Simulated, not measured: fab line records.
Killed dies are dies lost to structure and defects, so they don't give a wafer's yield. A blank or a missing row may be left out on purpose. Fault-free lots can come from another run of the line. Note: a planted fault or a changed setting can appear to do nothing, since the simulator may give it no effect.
fab line records	flow sky130
[record] lots = 13	wafers = 39	last_day = 50
route steps=708 shown FIELD_ISO@3 NWELL@63 PAD_OPEN@708
lots with no fault: from the same line, run without faults
start_h: hours from the record's first day to the start of the lot's first wafer shown	wait_h: time in hours since the lot's previous step	" unchanged from the row above	L1.1+2: several wafers, shown together as one row	- value missing, or start not given	* or withheld: withheld	< > ~ a bound
route shown NAME@n: NAME is a module with steps in the file, n the number in the route of the first one	usual: mean/standard deviation of fault-free wafers	same: alike in all rows	chamber/n: place in a boat	sites: readings site by site	_std_site: the standard deviation of these	_edge_site: mean of outer sites minus mean of inner sites	radius_mm: how far each site lies from the wafer's centre	mask NAME#n: copy n	behind: the tool/chamber that last shaped the wafer	hold: what put the lot on hold/how long, in hours/how the hold closed	device: the n, p or np transistor that did not switch	end of line: tests run on the same wafers once the route is complete	a step given without rows: its recipe and nothing more	killed: dies lost to structure and defects at the first sort, not the wafer's yield	map: a wafer's dies, x killed, . not, _ none there
set.NAME: the run value of the setting; set.NAME@STEP: its run value at that earlier step	model.NAME: the simulator's own value behind a step, which no gauge read
the route's steps for a sample of lots (tables are steps, rows are wafers)
services: when a tool's chamber went out of use (start_h, in hours from the record's first day, below 0 if earlier), for how many hours, and the reason
[[steps]]
[step SKY_FIELD_ISO_THK_MEAS_02]
[recipe] reads = SiO2_of_FIELD_ISO_OXIDATION_01
[usual] FIELD_ISO_OXIDATION_00_THK = 11.90/0.26
lot.wafer	tool	chamber	start_h	wait_h	FIELD_ISO_OXIDATION_00_THK[nm]
L743.4	film_metro-01	-	17.26	0.0	11.92
L743.5	"	-	"	"	11.86
L743.6	"	-	"	"	11.95
L744.1	film_metro-04	-	24.76	0.0	12.27
L744.4	"	-	"	"	12.12
L744.6	"	-	"	"	11.98
L745.1	film_metro-01	-	28.39	0.0	11.56
L745.3	"	-	"	"	11.86
L745.4	"	-	"	"	11.77
L746.3	film_metro-04	-	35.67	0.0	11.49
L746.4	"	-	"	"	11.65
L746.6	"	-	"	"	11.41
L748.1	film_metro-04	-	43.24	0.0	12.01
L748.4	"	-	"	"	12.05
L748.6	"	-	"	"	12.13
L749.3	film_metro-04	-	48.02	0.0	12.02
L749.4	"	-	"	"	11.73
L749.6	"	-	"	"	11.74
L750.3	film_metro-01	-	51.65	0.0	11.76
L750.4	"	-	"	"	11.83
L750.6	"	-	"	"	11.92
L752.2	film_metro-03	-	61.69	0.0	11.99
L752.4	"	-	"	"	11.89
L752.5	"	-	"	"	11.86
L755.3	film_metro-03	-	77.66	0.0	11.85
L755.5	"	-	"	"	11.93
L755.6	"	-	"	"	11.85
L760.1	film_metro-01	-	102.35	0.0	11.43
L760.5	"	-	"	"	11.38
L760.6	"	-	"	"	11.57
L761.1	film_metro-03	-	108.84	0.0	11.98
L761.3	"	-	"	"	11.90
L761.5	"	-	"	"	11.76
L762.1	film_metro-04	-	111.63	0.0	11.43
L762.2	"	-	"	"	11.13
L762.5	"	-	"	"	11.19
L763.1	film_metro-04	-	118.00	0.0	12.33
L763.3	"	-	"	"	12.47
L763.6	"	-	"	"	12.23
[step SKY_FIELD_ISO_THK_MEAS_04]
[recipe] reads = Si3N4_of_FIELD_ISO_CVD_03
[usual] FIELD_ISO_CVD_03_THK = 164.9/1.7
lot.wafer	tool	chamber	start_h	wait_h	FIELD_ISO_CVD_03_THK[nm]
L743.4	film_metro-04	-	19.70	0.0	164.5
L743.5	"	-	"	"	164.2
L743.6	"	-	"	"	164.3
L744.1	film_metro-01	-	26.61	0.0	162.1
L744.4	"	-	"	"	163.3
L744.6	"	-	"	"	163.7
L745.1	film_metro-04	-	30.45	0.0	161.2
L745.3	"	-	"	"	161.1
L745.4	"	-	"	"	161.7
L746.3	film_metro-01	-	40.77	0.0	163.9
L746.4	"	-	"	"	163.0
L746.6	"	-	"	"	163.3
L748.1	film_metro-01	-	47.94	0.0	164.8
L748.4	"	-	"	"	163.4
L748.6	"	-	"	"	164.7
L749.3	film_metro-01	-	52.15	0.0	164.2
L749.4	"	-	"	"	162.7
L749.6	"	-	"	"	162.9
L750.3	film_metro-01	-	54.99	0.0	166.6
L750.4	"	-	"	"	166.2
L750.6	"	-	"	"	166.3
L752.2	film_metro-01	-	63.53	0.0	165.7
L752.4	"	-	"	"	163.7
L752.5	"	-	"	"	164.9
L755.3	film_metro-04	-	80.37	0.0	166.5
L755.5	"	-	"	"	166.2
L755.6	"	-	"	"	165.3
L760.1	film_metro-04	-	104.19	0.0	166.2
L760.5	"	-	"	"	165.9
L760.6	"	-	"	"	165.1
L761.1	film_metro-01	-	110.68	0.0	167.1
L761.3	"	-	"	"	167.0
L761.5	"	-	"	"	165.4
L762.1	film_metro-04	-	114.47	0.0	166.7
L762.2	"	-	"	"	167.4
L762.5	"	-	"	"	166.9
L763.1	film_metro-04	-	119.84	0.0	166.9
L763.3	"	-	"	"	166.9
L763.6	"	-	"	"	168.0
[step SKY_FIELD_ISO_ETCH_17]
[recipe] target_depth_a = 3420	mask_material = Si3N4	chemistry = HBr/Cl2/O2	target = Si	taper_deg = 5	icp_w = 600	bias_w = 150	pressure_mtorr = 15	HBr_flow_sccm = 150	Cl2_flow_sccm = 40	O2_flow_sccm = 6	time_s = 97.7
[usual] drypump_motor_current_A = 5.6/0.48	oes_product_au = 0.995/0.0073	run_length_s = 126.0/0.45	throttle_valve_pct = 25.661/0.01
lot.wafer	tool	chamber	start_h	wait_h	drypump_motor_current_A	oes_product_au	rf_hours_counter_h	run_length_s	throttle_valve_pct
L743.4	rie_si-02	2	34.60	0.0	6.0	0.983	97	126.4	25.661
L743.5	"	2	"	"	6.0	0.998	-	126.6	25.657
L743.6	"	1	"	"	5.3	0.991	-	126.3	25.670
L744.1	rie_si-01	3	41.76	0.1	5.2	1.003	1	126.0	25.652
L744.4	"	2	"	"	6.3	0.995	23	125.4	25.660
L744.6	"	0	"	"	5.8	0.998	-	126.3	25.660
L745.1	rie_si-01	3	45.87	0.1	5.2	0.983	1	126.1	25.670
L745.3	"	1	"	"	5.8	0.986	118	126.2	25.669
L745.4	"	2	"	"	6.3	1.001	23	125.9	25.671
L746.3	rie_si-01	1	55.82	0.0	5.8	0.991	118	126.0	25.657
L746.4	"	3	"	"	5.2	1.000	1	126.3	25.643
L746.6	"	0	"	"	5.8	0.995	-	126.3	25.645
L748.1	rie_si-02	0	64.50	0.1	5.9	0.990	1	125.8	25.660
L748.4	"	2	"	"	6.0	1.003	98	126.7	25.650
L748.6	"	1	"	"	5.3	1.001	-	126.3	25.661
L749.3	rie_si-02	2	68.80	0.0	6.0	1.013	98	126.3	25.654
L749.4	"	0	"	"	5.8	0.983	1	125.6	25.669
L749.6	"	0	"	"	5.9	0.976	-	125.5	25.672
L750.3	rie_si-01	0	71.16	0.0	5.8	1.000	4	127.0	25.652
L750.4	"	1	"	"	5.8	0.981	118	125.9	25.681
L750.6	"	3	"	"	5.2	0.983	-	126.1	25.659
L752.2	rie_si-01	2	80.36	0.1	6.3	1.001	23	125.3	25.665
L752.4	"	3	"	"	5.2	0.973	1	126.2	25.662
L752.5	"	1	"	"	5.8	0.991	-	126.1	25.672
L755.3	rie_si-02	3	98.15	0.0	4.8	1.004	56	126.0	25.665
L755.5	"	3	"	"	4.8	1.001	-	125.8	25.650
L755.6	"	0	"	"	5.9	0.986	-	125.1	25.657
L760.1	rie_si-02	3	122.66	0.1	4.8	0.987	56	126.1	25.665
L760.5	"	1	"	"	5.3	0.996	-	79.9	25.658
L760.6	"	0	"	"	5.9	1.003	-	125.6	25.672
L761.1	rie_si-02	0	129.72	0.1	5.8	0.996	2	125.1	25.665
L761.3	"	1	"	"	5.2	0.988	36	79.9	25.675
L761.5	"	3	"	"	4.8	0.993	-	126.0	25.669
L762.1	rie_si-01	1	133.00	0.1	5.8	1.001	119	126.6	25.655
L762.2	"	3	"	"	5.2	0.988	1	126.4	25.647
L762.5	"	0	"	"	5.8	0.997	-	127.0	25.661
L763.1	rie_si-01	0	138.92	0.1	5.8	0.998	4	126.3	25.641
L763.3	"	2	"	"	6.3	1.003	24	125.3	25.658
L763.6	"	0	"	"	5.8	0.999	-	126.6	25.653
[step SKY_NWELL_OVL_MEAS_10]
[usual] NWELL_00_OVL = 0.5/1.2
lot.wafer	tool	chamber	start_h	wait_h	NWELL_00_OVL[nm]
L743.4	overlay-02	-	95.95	-	0.4
L743.5	"	-	"	"	-0.8
L743.6	"	-	"	"	-1.1
L744.1	overlay-02	-	100.54	-	0.7
L744.4	"	-	"	"	2.3
L744.6	"	-	"	"	1.1
L745.1	overlay-02	-	103.73	-	1.9
L745.3	"	-	"	"	1.0
L745.4	"	-	"	"	2.4
L746.3	overlay-01	-	116.92	-	1.2
L746.4	"	-	"	"	1.2
L746.6	"	-	"	"	1.5
L748.1	overlay-02	-	125.08	-	0.6
L748.4	"	-	"	"	1.1
L748.6	"	-	"	"	0.6
L749.3	overlay-02	-	129.77	-	0.6
L749.4	"	-	"	"	-0.7
L749.6	"	-	"	"	1.1
L750.3	overlay-01	-	133.60	-	0.4
L750.4	"	-	"	"	1.0
L750.6	"	-	"	"	0.9
L752.2	overlay-02	-	142.81	-	0.8
L752.4	"	-	"	"	2.1
L752.5	"	-	"	"	1.8
L755.3	overlay-02	-	163.20	-	0.3
L755.5	"	-	"	"	0.5
L755.6	"	-	"	"	-0.4
L760.1	overlay-01	-	199.23	-	1.2
L760.5	"	-	"	"	1.1
L760.6	"	-	"	"	0.9
L761.1	overlay-01	-	201.73	-	2.2
L761.3	"	-	"	"	2.1
L761.5	"	-	"	"	1.1
L762.1	overlay-01	-	202.99	-	-1.9
L762.2	"	-	"	"	0.2
L762.5	"	-	"	"	-0.5
L763.1	overlay-02	-	221.60	-	0.2
L763.3	"	-	"	"	0.1
L763.6	"	-	"	"	1.8
[step SKY_PAD_OPEN_PROBE_99]
[usual] killed_at_M0_to_M3 = 43/6.4	killed_at_M4_up = 3.1/2	killed_at_contacts = 24/5.2	killed_at_front_end = 15/4.3	killed_at_other = 0.2/0.48	killed_dies = 85/9.7	killed_on_rim = 17/4.2	killed_open = 47/6.9	killed_short = 38/6.7
[same] gross_dies = 492	killed_at_back_side = 0
lot.wafer	tool	chamber	start_h	wait_h	killed_at_M0_to_M3	killed_at_M4_up	killed_at_contacts	killed_at_front_end	killed_at_other	killed_dies	killed_on_rim	killed_open	killed_short
L743.4	prober-01	-	1088.57	0.2	44	3	30	9	0	86	15	49	37
L743.5	prober-01	-	1088.62	0.2	49	2	25	17	0	93	14	48	45
L743.6	prober-01	-	1088.67	0.2	47	6	23	16	1	93	19	50	43
L745.1	prober-02	-	1103.51	0.1	33	1	22	15	0	71	11	45	26
L745.3	prober-02	-	1103.61	0.2	33	1	13	16	0	63	13	31	32
L745.4	prober-02	-	1103.66	0.2	47	3	37	15	1	103	19	52	51
L744.1	prober-01	-	1103.90	0.1	53	5	27	10	1	96	25	57	39
L744.4	prober-01	-	1104.05	0.2	43	2	24	14	0	83	16	44	39
L744.6	prober-01	-	1104.15	0.2	54	2	35	15	1	107	26	61	46
L746.3	prober-02	-	1110.25	0.2	46	4	23	11	0	84	24	50	34
L746.4	prober-02	-	1110.30	0.2	53	3	25	14	0	95	18	54	41
L746.6	prober-02	-	1110.40	0.2	44	0	25	23	0	92	20	53	39
L748.1	prober-02	-	1118.64	0.1	41	2	27	19	0	89	23	45	44
L748.4	prober-02	-	1118.79	0.2	44	4	22	19	0	89	20	49	40
L748.6	prober-02	-	1118.89	0.2	35	6	17	13	0	71	11	34	37
L749.3	prober-01	-	1123.81	0.2	35	4	19	15	0	73	13	34	39
L749.4	prober-01	-	1123.86	0.2	45	4	31	11	0	91	22	55	36
L749.6	prober-01	-	1123.96	0.2	42	5	29	13	0	89	16	42	47
L750.3	prober-02	-	1139.14	0.2	35	4	25	17	0	81	10	55	26
L750.4	prober-02	-	1139.19	0.2	44	3	28	19	0	94	23	50	44
L750.6	prober-02	-	1139.29	0.2	47	2	19	12	1	81	11	52	29
L752.2	prober-01	-	1141.71	0.1	36	4	24	18	0	82	15	39	43
L752.4	prober-01	-	1141.81	0.2	40	3	17	12	0	72	16	38	34
L752.5	prober-01	-	1141.86	0.2	46	0	22	24	2	94	19	48	46
L755.3	prober-01	-	1161.09	0.2	31	3	30	21	0	85	12	44	41
L755.5	prober-01	-	1161.19	0.2	42	3	24	17	1	87	16	43	44
L755.6	prober-01	-	1161.24	0.2	52	1	18	21	0	92	14	47	45
L760.1	prober-02	-	1187.96	0.1	38	1	23	10	0	72	14	38	34
L760.5	prober-02	-	1188.16	0.2	53	1	24	15	1	94	17	47	47
L760.6	prober-02	-	1188.21	0.2	36	4	27	13	0	80	14	52	28
L761.1	prober-01	-	1190.10	0.1	48	2	16	23	1	90	22	44	46
L761.3	prober-01	-	1190.20	0.2	36	1	19	9	0	65	11	41	24
L761.5	prober-01	-	1190.30	0.2	55	2	21	10	0	88	18	62	26
L762.1	prober-02	-	1192.05	0.1	35	6	13	13	0	67	16	40	27
L762.2	prober-02	-	1192.10	0.1	54	1	23	9	0	87	13	55	32
L762.5	prober-02	-	1192.25	0.2	35	2	20	15	0	72	10	39	33
L763.1	prober-01	-	1204.53	0.1	48	3	30	14	0	95	19	60	35
L763.3	prober-01	-	1204.63	0.2	43	5	25	8	0	81	19	44	37
L763.6	prober-01	-	1204.78	0.2	38	2	24	12	0	76	21	33	43
// killed by level:class
L743.4 VIA1:geometric_particle:open=10 LI_CONTACT:geometric_particle:open=9 CONTACT:geometric_particle:open=9 VIA2:geometric_particle:open=9 CONTACT:geometric_particle:short=8 METAL2:geometric_particle:short=7 VIA3:geometric_particle:open=5 POLY_GATE:geometric_particle:short=4
L743.5 VIA1:geometric_particle:open=14 CONTACT:geometric_particle:open=11 VIA3:geometric_particle:open=9 METAL2:geometric_particle:short=6 VIA3:geometric_particle:short=6 POLY_CUT:geometric_particle:short=5 CONTACT:geometric_particle:short=5 FIELD_ISO:geometric_particle:open=4
L743.6 VIA1:geometric_particle:open=13 CONTACT:geometric_particle:open=8 VIA1:geometric_particle:short=7 POLY_GATE:geometric_particle:short=5 CONTACT:geometric_particle:short=5 LI_CONTACT:geometric_particle:open=5 VIA2:geometric_particle:open=5 POLY_GATE:geometric_particle:open=4
L745.1 VIA1:geometric_particle:open=13 FIELD_ISO:geometric_particle:short=7 VIA2:geometric_particle:open=7 LI_CONTACT:geometric_particle:open=6 CONTACT:geometric_particle:open=6 CONTACT:geometric_particle:short=5 FIELD_ISO:geometric_particle:open=4 LOCAL_INTERCONNECT:geometric_particle:short=3
L745.3 VIA1:geometric_particle:open=7 VIA1:geometric_particle:short=6 FIELD_ISO:geometric_particle:short=5 SPACER:geometric_particle:short=5 VIA2:geometric_particle:open=5 LI_CONTACT:geometric_particle:open=4 METAL1:geometric_particle:short=4 VIA3:geometric_particle:open=4
L745.4 CONTACT:geometric_particle:open=10 LI_CONTACT:geometric_particle:open=8 VIA2:geometric_particle:open=8 VIA1:geometric_particle:open=7 LI_CONTACT:geometric_particle:short=7 VIA3:geometric_particle:open=7 CONTACT:geometric_particle:short=6 VIA3:geometric_particle:short=6
L744.1 VIA1:geometric_particle:open=16 CONTACT:geometric_particle:open=14 METAL2:geometric_particle:short=11 VIA3:geometric_particle:open=7 VIA2:geometric_particle:open=7 CONTACT:geometric_particle:short=6 LI_CONTACT:geometric_particle:open=5 POLY_GATE:geometric_particle:open=4
L744.4 VIA1:geometric_particle:open=10 CONTACT:geometric_particle:open=7 LI_CONTACT:geometric_particle:open=6 VIA1:geometric_particle:short=6 FIELD_ISO:geometric_particle:open=5 CONTACT:geometric_particle:short=5 VIA2:geometric_particle:open=5 LI_CONTACT:geometric_particle:short=4
L744.6 LI_CONTACT:geometric_particle:open=13 VIA1:geometric_particle:open=11 CONTACT:geometric_particle:open=9 VIA2:geometric_particle:open=9 VIA3:geometric_particle:open=9 POLY_GATE:geometric_particle:open=6 CONTACT:geometric_particle:short=6 LOCAL_INTERCONNECT:geometric_particle:short=5
L746.3 CONTACT:geometric_particle:open=13 VIA1:geometric_particle:open=9 VIA3:geometric_particle:open=9 METAL1:geometric_particle:short=8 FIELD_ISO:geometric_particle:open=5 VIA2:geometric_particle:open=5 METAL2:geometric_particle:short=4 METAL4:geometric_particle:short=4
L746.4 VIA1:geometric_particle:open=16 VIA2:geometric_particle:open=8 FIELD_ISO:geometric_particle:short=6 LI_CONTACT:geometric_particle:open=6 CONTACT:geometric_particle:open=6 METAL3:geometric_particle:short=6 CONTACT:geometric_particle:short=5 LOCAL_INTERCONNECT:geometric_particle:short=4
L746.6 VIA1:geometric_particle:open=10 POLY_GATE:geometric_particle:open=7 LOCAL_INTERCONNECT:geometric_particle:short=7 CONTACT:geometric_particle:open=7 LI_CONTACT:geometric_particle:open=5 VIA2:geometric_particle:open=5 VIA3:geometric_particle:open=5 FIELD_ISO:geometric_particle:short=4
L748.1 CONTACT:geometric_particle:open=15 VIA1:geometric_particle:open=9 METAL1:geometric_particle:short=7 FIELD_ISO:geometric_particle:short=6 VIA1:geometric_particle:short=6 FIELD_ISO:geometric_particle:open=5 LOCAL_INTERCONNECT:geometric_particle:short=5 METAL2:geometric_particle:short=5
L748.4 VIA3:geometric_particle:open=9 CONTACT:geometric_particle:open=9 POLY_GATE:geometric_particle:open=7 LI_CONTACT:geometric_particle:open=7 POLY_GATE:geometric_particle:short=6 VIA1:geometric_particle:open=6 METAL2:geometric_particle:short=5 VIA2:geometric_particle:open=5
L748.6 CONTACT:geometric_particle:open=8 VIA1:geometric_particle:open=7 VIA3:geometric_particle:open=6 VIA2:geometric_particle:open=5 METAL4:geometric_particle:short=5 CONTACT:geometric_particle:short=4 VIA1:geometric_particle:short=4 FIELD_ISO:geometric_particle:short=3
L749.3 VIA1:geometric_particle:short=7 LI_CONTACT:geometric_particle:open=7 VIA2:geometric_particle:open=6 VIA1:geometric_particle:open=5 CONTACT:geometric_particle:open=4 CONTACT:geometric_particle:short=4 VIA3:geometric_particle:open=4 METAL4:geometric_particle:short=4
L749.4 CONTACT:geometric_particle:open=14 VIA1:geometric_particle:open=12 VIA2:geometric_particle:open=9 VIA3:geometric_particle:open=8 LI_CONTACT:geometric_particle:open=7 VIA1:geometric_particle:short=6 CONTACT:geometric_particle:short=5 LOCAL_INTERCONNECT:geometric_particle:short=4
L749.6 CONTACT:geometric_particle:open=10 VIA2:geometric_particle:open=10 VIA1:geometric_particle:open=7 METAL2:geometric_particle:short=6 POLY_GATE:geometric_particle:short=5 LI_CONTACT:geometric_particle:open=5 CONTACT:geometric_particle:short=5 VIA3:geometric_particle:open=5
L750.3 CONTACT:geometric_particle:open=13 VIA1:geometric_particle:open=13 LI_CONTACT:geometric_particle:open=7 FIELD_ISO:geometric_particle:open=6 VIA2:geometric_particle:open=6 METAL2:geometric_particle:short=5 FIELD_ISO:geometric_particle:short=4 METAL4:geometric_particle:short=4
L750.4 VIA1:geometric_particle:open=13 CONTACT:geometric_particle:open=13 METAL2:geometric_particle:short=8 POLY_GATE:geometric_particle:short=7 VIA1:geometric_particle:short=6 LI_CONTACT:geometric_particle:open=6 POLY_GATE:geometric_particle:open=5 CONTACT:geometric_particle:short=5
L750.6 VIA1:geometric_particle:open=18 CONTACT:geometric_particle:open=10 VIA1:geometric_particle:short=7 LI_CONTACT:geometric_particle:open=6 VIA2:geometric_particle:open=6 POLY_GATE:geometric_particle:open=5 VIA2:geometric_particle:short=4 METAL1:geometric_particle:short=3
L752.2 LI_CONTACT:geometric_particle:open=8 VIA3:geometric_particle:open=7 VIA1:geometric_particle:short=6 CONTACT:geometric_particle:open=6 VIA1:geometric_particle:open=6 FIELD_ISO:geometric_particle:short=5 LOCAL_INTERCONNECT:geometric_particle:short=5 CONTACT:geometric_particle:short=5
L752.4 VIA3:geometric_particle:open=8 CONTACT:geometric_particle:open=7 METAL1:geometric_particle:short=6 VIA1:geometric_particle:open=6 FIELD_ISO:geometric_particle:open=4 LI_CONTACT:geometric_particle:open=4 VIA1:geometric_particle:short=4 VIA2:geometric_particle:open=4
L752.5 VIA1:geometric_particle:open=14 FIELD_ISO:geometric_particle:short=9 CONTACT:geometric_particle:short=7 POLY_GATE:geometric_particle:open=6 METAL2:geometric_particle:short=6 CONTACT:geometric_particle:open=6 LI_CONTACT:geometric_particle:open=5 VIA2:geometric_particle:open=4
L755.3 CONTACT:geometric_particle:open=10 LI_CONTACT:geometric_particle:open=7 CONTACT:geometric_particle:short=7 VIA1:geometric_particle:open=6 POLY_GATE:geometric_particle:short=6 POLY_GATE:geometric_particle:open=5 LI_CONTACT:geometric_particle:short=4 VIA2:geometric_particle:open=4
L755.5 VIA1:geometric_particle:open=9 LI_CONTACT:geometric_particle:open=8 FIELD_ISO:geometric_particle:short=7 VIA2:geometric_particle:open=7 CONTACT:geometric_particle:open=6 CONTACT:geometric_particle:short=6 VIA1:geometric_particle:short=6 POLY_GATE:geometric_particle:open=5
L755.6 VIA1:geometric_particle:open=10 VIA1:geometric_particle:short=7 METAL2:geometric_particle:short=7 VIA3:geometric_particle:open=6 POLY_GATE:geometric_particle:open=6 CONTACT:geometric_particle:open=6 FIELD_ISO:geometric_particle:open=5 CONTACT:geometric_particle:short=5
L760.1 VIA1:geometric_particle:open=10 VIA3:geometric_particle:open=8 CONTACT:geometric_particle:open=7 FIELD_ISO:geometric_particle:short=5 METAL1:geometric_particle:short=5 LI_CONTACT:geometric_particle:open=5 METAL2:geometric_particle:short=4 LOCAL_INTERCONNECT:geometric_particle:short=4
L760.5 VIA1:geometric_particle:open=13 METAL2:geometric_particle:short=13 LOCAL_INTERCONNECT:geometric_particle:short=9 VIA2:geometric_particle:open=7 FIELD_ISO:geometric_particle:short=5 CONTACT:geometric_particle:open=5 CONTACT:geometric_particle:short=4 VIA3:geometric_particle:open=4
L760.6 CONTACT:geometric_particle:open=11 VIA1:geometric_particle:open=10 LI_CONTACT:geometric_particle:open=7 VIA2:geometric_particle:open=7 VIA3:geometric_particle:short=5 POLY_GATE:geometric_particle:open=4 FIELD_ISO:geometric_particle:short=3 FIELD_ISO:geometric_particle:open=3
L761.1 VIA1:geometric_particle:short=10 VIA1:geometric_particle:open=9 VIA2:geometric_particle:open=8 FIELD_ISO:geometric_particle:open=7 METAL2:geometric_particle:short=7 VIA3:geometric_particle:open=6 POLY_GATE:geometric_particle:short=5 CONTACT:geometric_particle:open=5
L761.3 VIA1:geometric_particle:open=16 CONTACT:geometric_particle:short=7 CONTACT:geometric_particle:open=6 VIA3:geometric_particle:open=6 LI_CONTACT:geometric_particle:open=4 VIA1:geometric_particle:short=4 METAL2:geometric_particle:short=4 FIELD_ISO:geometric_particle:open=3
L761.5 VIA1:geometric_particle:open=18 CONTACT:geometric_particle:open=12 VIA2:geometric_particle:open=10 VIA3:geometric_particle:open=8 VIA1:geometric_particle:short=7 METAL1:geometric_particle:short=5 LI_CONTACT:geometric_particle:open=4 FIELD_ISO:geometric_particle:open=3
L762.1 VIA1:geometric_particle:open=10 FIELD_ISO:geometric_particle:open=5 LI_CONTACT:geometric_particle:open=5 CONTACT:geometric_particle:open=4 VIA1:geometric_particle:short=4 METAL2:geometric_particle:short=4 VIA3:geometric_particle:open=4 METAL3:geometric_particle:short=3
L762.2 VIA1:geometric_particle:open=10 VIA2:geometric_particle:open=10 VIA3:geometric_particle:open=8 METAL1:geometric_particle:short=6 METAL2:geometric_particle:short=6 LI_CONTACT:geometric_particle:open=5 CONTACT:geometric_particle:open=5 CONTACT:geometric_particle:short=5
L762.5 CONTACT:geometric_particle:open=9 FIELD_ISO:geometric_particle:open=6 VIA3:geometric_particle:open=5 POLY_GATE:geometric_particle:open=5 VIA2:geometric_particle:open=5 VIA2:geometric_particle:short=5 LOCAL_INTERCONNECT:geometric_particle:short=4 METAL1:geometric_particle:short=4
L763.1 LI_CONTACT:geometric_particle:open=12 VIA1:geometric_particle:open=11 CONTACT:geometric_particle:open=9 VIA2:geometric_particle:open=9 CONTACT:geometric_particle:short=8 POLY_GATE:geometric_particle:open=5 VIA1:geometric_particle:short=5 POLY_GATE:geometric_particle:short=4
L763.3 VIA1:geometric_particle:open=12 CONTACT:geometric_particle:open=9 CONTACT:geometric_particle:short=7 VIA2:geometric_particle:open=6 VIA2:geometric_particle:short=4 METAL3:geometric_particle:short=4 VIA3:geometric_particle:open=4 METAL4:geometric_particle:short=4
L763.6 VIA1:geometric_particle:open=10 LI_CONTACT:geometric_particle:open=8 CONTACT:geometric_particle:short=7 VIA2:geometric_particle:short=6 LOCAL_INTERCONNECT:geometric_particle:short=5 METAL2:geometric_particle:short=5 POLY_GATE:geometric_particle:short=4 METAL1:geometric_particle:short=4
[[services]]
tool	chamber	start_h	hours	kind
rie_si-02	3	78.45	1.5	repair
[[key]]
[first_sign] step = SKY_FIELD_ISO_ETCH_17	reading = run_length_s	direction = down	sigmas = 99+	usual = *	struck = *
effect none on later readings
met_at SKY_FIELD_ISO_ETCH_17
struck_lots L760,L761
struck_wafers L760.5,L761.3
tester_left_out L760,L761
not_acting_at SKY_FIELD_ISO_THK_MEAS_02,SKY_FIELD_ISO_THK_MEAS_04,SKY_NWELL_OVL_MEAS_10
onset_between 64.50 122.66
[fault] kind = process_parameter_drift	tool = rie_si-02	chamber = 1	onset_h = 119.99	steps = SKY_FIELD_ISO_ETCH_17	channel = time_s	offset = *	shape = step	end_h = 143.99	acts_in = *	stated = *
// tester_left_out: of these lots the tester's yield and bins aren't shown, on N5 and GAA mostly nor the transistor test; their killed dies are dies lost to structure and defects alone, not to doping, threshold or leakage, so they don't give the yield
